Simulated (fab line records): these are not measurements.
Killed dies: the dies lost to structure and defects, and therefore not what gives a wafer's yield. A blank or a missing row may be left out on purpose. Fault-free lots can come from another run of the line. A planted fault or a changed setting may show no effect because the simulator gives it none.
Matching of chambers :: flow sky130 :: rie_diel-02 running SKY_SPACER_ETCHBACK_02: 4 sister chambers
The step etches Si3N4 in CH3F/O2, stops on SiO2, time 46.7 s, target depth 45 nm. 14 wafers are shown with their chamber, then 6 later ones without.

## WAFERS, EACH WITH ITS CHAMBER
wafer: L760.1
chamber: 0
drypump_motor_current_A (A): 5.5
oes_product_au (a.u.): 0.864
throttle_valve_pct (%): 10.549

wafer: L760.4
chamber: 3
drypump_motor_current_A (A): 6.2
oes_product_au (a.u.): 0.859
throttle_valve_pct (%): 10.565

wafer: L760.5
chamber: 1
drypump_motor_current_A (A): 5.2
oes_product_au (a.u.): 0.861
throttle_valve_pct (%): 10.567

wafer: L762.3
chamber: 0
drypump_motor_current_A (A): 5.5
oes_product_au (a.u.): 0.839
throttle_valve_pct (%): 10.554

wafer: L762.4
chamber: 2
drypump_motor_current_A (A): 5.7
oes_product_au (a.u.): 0.849
throttle_valve_pct (%): 10.553

wafer: L762.6
chamber: 2
drypump_motor_current_A (A): 5.7
oes_product_au (a.u.): 0.840
throttle_valve_pct (%): 10.548

wafer: L769.1
chamber: 0
drypump_motor_current_A (A): 5.5
oes_product_au (a.u.): 0.860
throttle_valve_pct (%): 10.557

wafer: L769.5
chamber: 1
drypump_motor_current_A (A): 5.2
oes_product_au (a.u.): 0.857
throttle_valve_pct (%): 10.556

wafer: L779.2
chamber: 1
drypump_motor_current_A (A): 5.2
oes_product_au (a.u.): 0.857
throttle_valve_pct (%): 10.558

wafer: L779.3
chamber: 2
drypump_motor_current_A (A): 5.8
oes_product_au (a.u.): 0.846
throttle_valve_pct (%): 10.573

wafer: L779.5
chamber: 0
drypump_motor_current_A (A): 5.5
oes_product_au (a.u.): 0.853
throttle_valve_pct (%): 10.569

wafer: L780.1
chamber: 0
drypump_motor_current_A (A): 5.6
oes_product_au (a.u.): 0.859
throttle_valve_pct (%): 10.574

wafer: L780.2
chamber: 1
drypump_motor_current_A (A): 5.2
oes_product_au (a.u.): 0.860
throttle_valve_pct (%): 10.549

wafer: L780.4
chamber: 2
drypump_motor_current_A (A): 5.7
oes_product_au (a.u.): 0.854
throttle_valve_pct (%): 10.560

SIGNATURES (means of the wafers above)
reading: drypump_motor_current_A
chamber 0: 5.520
chamber 1: 5.200
chamber 2: 5.725
chamber 3: 6.200
scatter within a chamber: 0.0394

reading: oes_product_au
chamber 0: 0.85500
chamber 1: 0.85875
chamber 2: 0.84725
chamber 3: 0.85900
scatter within a chamber: 0.00705

reading: throttle_valve_pct
chamber 0: 10.56060
chamber 1: 10.55750
chamber 2: 10.55850
chamber 3: 10.56500
scatter within a chamber: 0.00979
Rule: a wafer lies at a distance from a chamber equal to the root of the sum of squares, over the readings, of (its reading less the chamber's mean, divided by the reading's scatter). The wafer belongs to the nearest chamber; if the next one is less than 2 further off, it can't be placed. The scatter is the square root of a quotient: the sum, over the shown wafers, of each reading's squared deviation from its chamber's mean, divided by wafers minus chambers.

## WAFERS WITHOUT THEIR CHAMBER
wafer: L781.4
drypump_motor_current_A (A): 5.6
oes_product_au (a.u.): 0.861
throttle_valve_pct (%): 10.566

wafer: L781.5
drypump_motor_current_A (A): 5.5
oes_product_au (a.u.): 0.871
throttle_valve_pct (%): 10.559

wafer: L781.6
drypump_motor_current_A (A): 5.2
oes_product_au (a.u.): 0.855
throttle_valve_pct (%): 10.563

wafer: L783.1
drypump_motor_current_A (A): 5.7
oes_product_au (a.u.): 0.853
throttle_valve_pct (%): 10.576

wafer: L783.4
drypump_motor_current_A (A): 5.7
oes_product_au (a.u.): 0.854
throttle_valve_pct (%): 10.563

wafer: L783.5
drypump_motor_current_A (A): 5.2
oes_product_au (a.u.): 0.854
throttle_valve_pct (%): 10.569

## THE CHAMBER EACH PASSED THROUGH
wafer: L781.4
from the rows above: can't be placed: 0 or 2
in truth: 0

wafer: L781.5
from the rows above: 0
in truth: 0

wafer: L781.6
from the rows above: 1
in truth: 1

wafer: L783.1
from the rows above: 2
in truth: 2

wafer: L783.4
from the rows above: 2
in truth: 2

wafer: L783.5
from the rows above: 1
in truth: 1
Correct placement for 5 of the 6. Unplaceable from these rows: 1, with the true chamber sitting among the candidates in 1. 0 placed wrongly.
